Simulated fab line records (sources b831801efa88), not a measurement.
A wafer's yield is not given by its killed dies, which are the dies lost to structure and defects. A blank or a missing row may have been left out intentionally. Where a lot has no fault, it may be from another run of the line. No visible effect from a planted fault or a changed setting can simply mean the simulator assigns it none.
fab line records    flow gf180mcu
[record] lots = 14  wafers = 42  lastDay = 34
route steps=602 shown V1@337
lots that met no fault: taken from a fault-free run of the same line
startH: start of the lot's first displayed wafer, in hours after the record's first day    waitH: time in hours since the lot's previous step    " the same as in the row above    L1.1+2: a single row standing in for several wafers    - either no value or no given start    * or withheld: withheld    < > ~ a bound
route shown NAME@n: names a module that has steps shown in the file, with the first one's number in the route    usual: mean and standard deviation over wafers with no fault    same: alike in all rows    chamber/n: place in a boat    sites: each site's reading    _std_site: the values' standard deviation    _edge_site: mean of outer sites minus mean of inner sites    radiusMm: for every site, how far away it sits from the centre of the wafer    mask NAME#n: copy n    behind: the last tool/chamber to shape the wafer    hold: why the lot was held/for how many hours/how that ended    device: the transistor (n, p or np) that didn't switch    end of line: at the end of the route, the tests of the same wafers    for a step that has no rows: nothing shown but its recipe    killed: at the first sort, the dies lost to defects and structure; wafer yield is something else    map: a wafer's dies, marking killed ones x, the rest . and places with no die _
set.NAME: the run value of the setting; set.NAME@STEP: its run value at that earlier step    model.NAME: the simulator's own value behind a step, which no gauge read
a sample of lots followed through the steps of the route, with each step as a table and each wafer as a row
services: when a tool's chamber went out of use (startH, in hours from the record's first day, below 0 if earlier), for how many hours, and the reason
[[steps]]
[step GF_V1_CVD_02]
[recipe] material = SiO2  targetThkNm = 850  precursor = TEOS  tempC = 400  timeS = 94.851  rfW = 600
[usual] heaterPowerW = 659/130
lot.wafer  tool      chamber  startH  waitH  heaterPowerW
L881.2     pecvd-02  1        399.41  0.0    590
L881.3     "         2        "       "      684
L881.5     "         1        "       "      446
L883.2     pecvd-03  0        415.36  0.0    619
L883.5     "         1        "       "      465
L883.6     "         0        "       "      648
L884.1     pecvd-04  1        429.67  0.1    652
L884.4     "         1        "       "      699
L884.5     "         0        "       "      732
L891.1     pecvd-04  1        498.08  0.1    585
L891.3     "         0        "       "      730
L891.4     "         2        "       "      605
L892.2     pecvd-03  2        500.45  0.0    723
L892.5     "         0        "       "      509
L892.6     "         1        "       "      569
L893.1     pecvd-03  2        507.93  0.1    640
L893.3     "         0        "       "      590
L893.5     "         2        "       "      710
L894.1     pecvd-02  2        516.26  0.1    734
L894.3     "         1        "       "      511
L894.4     "         1        "       "      549
L895.1     pecvd-02  0        524.22  0.1    902
L895.3     "         1        "       "      492
L895.6     "         2        "       "      707
L897.3     pecvd-04  1        537.86  0.0    623
L897.4     "         1        "       "      656
L897.5     "         2        "       "      655
L898.3     pecvd-02  2        554.57  0.0    611
L898.4     "         0        "       "      787
L898.6     "         1        "       "      435
L899.3     pecvd-02  2        557.17  0.0    620
L899.5     "         2        "       "      682
L899.6     "         1        "       "      515
L900.2     pecvd-03  0        559.50  0.0    620
L900.5     "         1        "       "      586
L900.6     "         0        "       "      649
L902.4     pecvd-02  1        572.36  0.1    533
L902.5     "         0        "       "      990
L902.6     "         2        "       "      590
L903.1     pecvd-04  2        580.34  0.1    613
L903.3     "         1        "       "      620
L903.6     "         0        "       "      580
[step GF_V1_CMP_04]
[recipe] material = SiO2  downForcePsi = 4  platenRpm = 60  padVelocityMS = 0.94248
[usual] motorCurrentA = 11.4/0.96  timeToEndpointS = 81/5.5
lot.wafer  tool    chamber  startH  waitH  motorCurrentA  timeToEndpointS
L881.3     cmp-01  2        399.64  0.1    10.5           77
L881.2     "       3        "       "      11.3           81
L881.5     "       0        "       "      9.6            83
L883.2     cmp-01  3        415.64  0.2    11.7           78
L883.5     "       0        "       "      10.0           85
L883.6     "       1        "       "      12.2           84
L884.4     cmp-01  2        429.84  0.1    11.1           85
L884.1     "       3        "       "      12.0           75
L884.5     "       1        "       "      12.1           87
L891.4     cmp-01  3        498.21  0.0    11.7           76
L891.3     "       1        "       "      12.2           75
L891.1     "       2        "       "      10.6           75
L892.2     cmp-01  3        500.67  0.1    12.1           79
L892.5     "       1        "       "      11.5           86
L892.6     "       2        "       "      10.4           85
L893.3     cmp-02  2        508.06  0.0    11.5           79
L893.1     "       1        "       "      12.8           80
L893.5     "       3        "       "      11.4           86
L894.4     cmp-01  1        516.39  0.0    11.7           83
L894.1     "       2        "       "      10.9           76
L894.3     "       3        "       "      12.6           76
L895.3     cmp-02  0        524.40  0.1    11.7           77
L895.1     "       2        "       "      11.1           85
L895.6     "       0        "       "      11.4           82
L897.3     cmp-02  1        537.99  0.0    11.9           80
L897.4     "       3        "       "      12.4           82
L897.5     "       2        "       "      11.4           84
L898.3     cmp-01  0        555.05  0.4    9.8            73
L898.4     "       1        "       "      11.3           81
L898.6     "       0        "       "      9.5            78
L899.3     cmp-02  3        557.30  0.0    11.6           79
L899.5     "       3        "       "      12.0           83
L899.6     "       0        "       "      12.4           89
L900.2     cmp-02  0        559.68  0.1    12.2           76
L900.5     "       3        "       "      10.9           83
L900.6     "       0        "       "      12.3           88
L902.4     cmp-01  0        572.56  0.1    9.8            80
L902.5     "       2        "       "      11.0           90
L902.6     "       3        "       "      12.4           76
L903.1     cmp-02  0        581.39  1.0    11.7           83
L903.3     "       1        "       "      13.0           84
L903.6     "       3        "       "      11.5           85
[step GF_V1_EXPOSE_11]
[recipe] maskId = Via1  targetCdNm = 260  na = 0.68  sourceShape = conventional  sigmaOuter = 0.6  doseMj = 38.43
[usual] exposureDoseMJCm2 = 37.97/0.038  focusOffsetNm = 0.0/0.55  sigmaOuter = 0.6/0
lot.wafer  tool           chamber  startH  waitH  mask    exposureDoseMJCm2  focusOffsetNm  sigmaOuter
L881.2     krfScanner-02  0        411.86  -      Via1#0  37.99              -0.6           0.6
L881.3     "              0        "       "      Via1#0  38.01              0.6            0.6
L881.5     "              0        "       "      Via1#0  37.99              0.3            0.6
L883.2     krfScanner-01  0        428.53  -      Via1#0  38.01              0.9            0.6
L883.5     "              0        "       "      Via1#0  37.99              0.7            0.6
L883.6     "              0        "       "      Via1#0  37.95              0.6            0.6
L884.1     krfScanner-02  0        442.65  -      Via1#0  37.97              -0.2           0.6
L884.4     "              0        "       "      Via1#0  37.94              -0.1           0.6
L884.5     "              0        "       "      Via1#0  37.99              0.4            0.6
L891.1     krfScanner-02  -        510.47  -      Via1#0  -                  -              -
L891.3     "              -        "       "      Via1#0  -                  -              -
L891.4     "              -        "       "      Via1#0  -                  -              -
L892.2     krfScanner-02  -        512.96  -      Via1#0  -                  -              -
L892.5     "              -        "       "      Via1#0  -                  -              -
L892.6     "              -        "       "      Via1#0  -                  -              -
L893.1     krfScanner-02  0        519.92  -      Via1#0  38.00              0.1            0.6
L893.3     "              0        "       "      Via1#0  37.96              0.5            0.6
L893.5     "              0        "       "      Via1#0  38.09              0.2            0.6
L894.1     krfScanner-02  0        528.52  -      Via1#0  37.94              -0.6           0.6
L894.3     "              0        "       "      Via1#0  37.92              -0.5           0.6
L894.4     "              0        "       "      Via1#0  37.98              -1.0           0.6
L895.1     krfScanner-02  0        536.48  -      Via1#0  37.98              -0.6           0.6
L895.3     "              0        "       "      Via1#0  37.97              0.1            0.6
L895.6     "              0        "       "      Via1#0  37.95              -0.1           0.6
L897.3     krfScanner-02  0        549.62  -      Via1#0  37.91              -0.3           0.6
L897.4     "              0        "       "      Via1#0  37.98              -1.2           0.6
L897.5     "              0        "       "      Via1#0  37.99              -0.8           0.6
L898.3     krfScanner-01  0        565.48  -      Via1#0  37.97              0.2            0.6
L898.4     "              0        "       "      Via1#0  37.95              -0.7           0.6
L898.6     "              0        "       "      Via1#0  37.96              0.0            0.6
L899.3     krfScanner-02  0        569.59  -      Via1#0  37.95              -0.1           0.6
L899.5     "              0        "       "      Via1#0  38.01              0.4            0.6
L899.6     "              0        "       "      Via1#0  37.94              0.1            0.6
L900.2     krfScanner-01  0        571.63  -      Via1#0  38.03              -0.2           0.6
L900.5     "              0        "       "      Via1#0  38.09              0.1            0.6
L900.6     "              0        "       "      Via1#0  37.98              -0.5           0.6
L902.4     krfScanner-02  0        583.91  -      Via1#0  37.98              -0.3           0.6
L902.5     "              0        "       "      Via1#0  38.03              0.0            0.6
L902.6     "              0        "       "      Via1#0  37.99              -0.1           0.6
L903.1     krfScanner-01  0        592.08  -      Via1#0  37.98              0.5            0.6
L903.3     "              0        "       "      Via1#0  37.90              0.8            0.6
L903.6     "              0        "       "      Via1#0  38.02              -0.3           0.6
[step GF_V1_ETCH_16]
[recipe] chemistry = N2/H2  targetDepthA = withheld  overetchA = withheld  timeS = withheld  target = BARC  ionEnergyEv = 200  sourceW = 500  biasW = 100  pressureMtorr = 30  n2FlowSccm = 100  h2FlowSccm = 200
[usual] drypumpMotorCurrentA = 5.6/0.44  n2FlowSccm = 100.0/0.3  oesProductAu = 0.855/0.0056  throttleValvePct = 13.224/0.0099
lot.wafer  tool        chamber  startH  waitH  drypumpMotorCurrentA  n2FlowSccm  oesProductAu  throttleValvePct
L881.2     rieDiel-03  0        423.54  0.0    5.9                   100.1       0.850         13.216
L881.3     "           1        "       "      5.8                   99.9        0.857         13.211
L881.5     "           1        "       "      5.8                   100.3       0.857         13.229
L883.2     rieDiel-03  0        440.58  0.0    5.9                   99.8        0.859         13.240
L883.5     "           1        "       "      5.8                   100.0       0.855         13.225
L883.6     "           0        "       "      5.9                   100.2       0.854         13.216
L884.1     rieDiel-02  2        455.34  0.0    4.9                   100.2       0.853         13.225
L884.4     "           0        "       "      5.9                   99.7        0.859         13.225
L884.5     "           3        "       "      5.5                   100.0       0.846         13.231
L891.1     rieDiel-02  1        521.94  0.0    5.6                   99.6        0.862         13.224
L891.3     "           2        "       "      4.9                   100.1       0.857         13.227
L891.4     "           3        "       "      5.5                   100.3       0.859         13.221
L892.2     rieDiel-02  0        524.59  0.0    5.9                   100.1       0.851         13.225
L892.5     "           1        "       "      5.6                   100.0       0.852         13.224
L892.6     "           0        "       "      5.9                   99.7        0.844         13.232
L893.1     rieDiel-03  3        531.33  0.0    6.5                   99.9        0.857         13.225
L893.3     "           2        "       "      5.3                   100.0       0.857         13.219
L893.5     "           3        "       "      6.5                   100.0       0.856         13.209
L894.1     rieDiel-02  2        540.04  0.0    4.9                   99.9        0.854         13.221
L894.3     "           1        "       "      5.6                   100.1       0.852         13.233
L894.4     "           1        "       "      5.6                   99.9        0.863         13.221
L895.1     rieDiel-02  2        548.09  0.0    4.9                   100.7       0.861         13.230
L895.3     "           1        "       "      5.7                   100.4       0.845         13.210
L895.6     "           2        "       "      4.9                   100.2       0.859         13.238
L897.3     rieDiel-03  0        559.68  0.0    5.9                   100.3       0.858         13.226
L897.4     "           1        "       "      5.8                   100.0       0.855         13.229
L897.5     "           3        "       "      6.6                   99.6        0.860         13.223
L898.3     rieDiel-02  1        577.59  0.0    5.6                   99.9        0.845         13.255
L898.4     "           3        "       "      5.5                   100.5       0.853         13.206
L898.6     "           3        "       "      5.5                   99.9        0.859         13.222
L899.3     rieDiel-02  3        580.09  0.0    5.5                   99.9        0.864         13.232
L899.5     "           0        "       "      5.9                   100.3       0.850         13.221
L899.6     "           1        "       "      5.6                   99.5        0.860         13.207
L900.2     rieDiel-01  2        581.69  0.0    5.2                   99.5        0.847         13.214
L900.5     "           3        "       "      5.5                   99.8        0.851         13.221
L900.6     "           0        "       "      5.5                   100.4       0.860         13.234
L902.4     rieDiel-02  0        594.54  0.0    5.9                   100.1       0.863         13.228
L902.5     "           1        "       "      5.6                   99.9        0.850         13.229
L902.6     "           2        "       "      4.9                   100.3       0.858         13.231
L903.1     rieDiel-01  3        602.80  0.0    5.5                   99.8        0.853         13.218
L903.3     "           0        "       "      5.6                   100.0       0.858         13.221
L903.6     "           1        "       "      5.6                   99.9        0.857         13.233
[[services]]
tool           chamber  startH  hours  kind
krfScanner-02  -        401.80  1.3    pm
krfScanner-02  -        403.10  0.8    pm
cmp-02         -        404.14  4.0    pm
cmp-02         -        409.97  7.3    pm
krfScanner-02  -        421.83  0.4    repair
rieDiel-02     2        431.97  10.1   repair
krfScanner-02  -        445.20  0.8    repair
cmp-02         -        449.68  9.3    pm
rieDiel-02     -        456.90  15.6   pm
cmp-01         -        465.75  3.0    repair
krfScanner-02  -        480.61  4.4    pm
krfScanner-02  -        488.32  1.0    pm
cmp-02         -        489.26  0.7    repair
cmp-01         -        500.96  4.2    pm
cmp-01         -        505.15  8.2    pm
cmp-01         -        517.94  0.9    repair
pecvd-02       1        527.96  4.7    repair
rieDiel-02     0        532.83  7.5    repair
cmp-02         -        540.49  2.1    repair
krfScanner-02  -        545.71  1.3    pm
cmp-02         -        561.63  1.5    repair
krfScanner-02  -        564.66  0.8    pm
cmp-01         -        577.27  4.0    pm
krfScanner-02  -        590.44  3.6    pm
[[key]]
[firstSign] step = GF_V1_EXPOSE_11  reading = toolRecord  direction = missing
effect none on later readings
metAt GF_V1_EXPOSE_11
struckLots L891,L892
laterRowsLeftOut L891.1,L891.3,L891.4,L892.2,L892.5,L892.6
sortLeftOut L891.1,L891.3,L891.4,L892.2,L892.5,L892.6
notActingAt GF_V1_CVD_02,GF_V1_CMP_04,GF_V1_ETCH_16
onsetBetween 442.65 510.47
[fault] kind = skippedStepWhole  tool = krfScanner-02  chamber = -  onsetH = 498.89  steps = GF_V1_EXPOSE_11  scope = struckLotsOnly
// sortLeftOut: the simulated sort isn't trusted on such a fault, so these wafers' sort isn't shown, and their yield isn't known
// laterRowsLeftOut: the simulator's readings of these wafers behind a module that went badly wrong aren't trusted and aren't shown, but for the sort
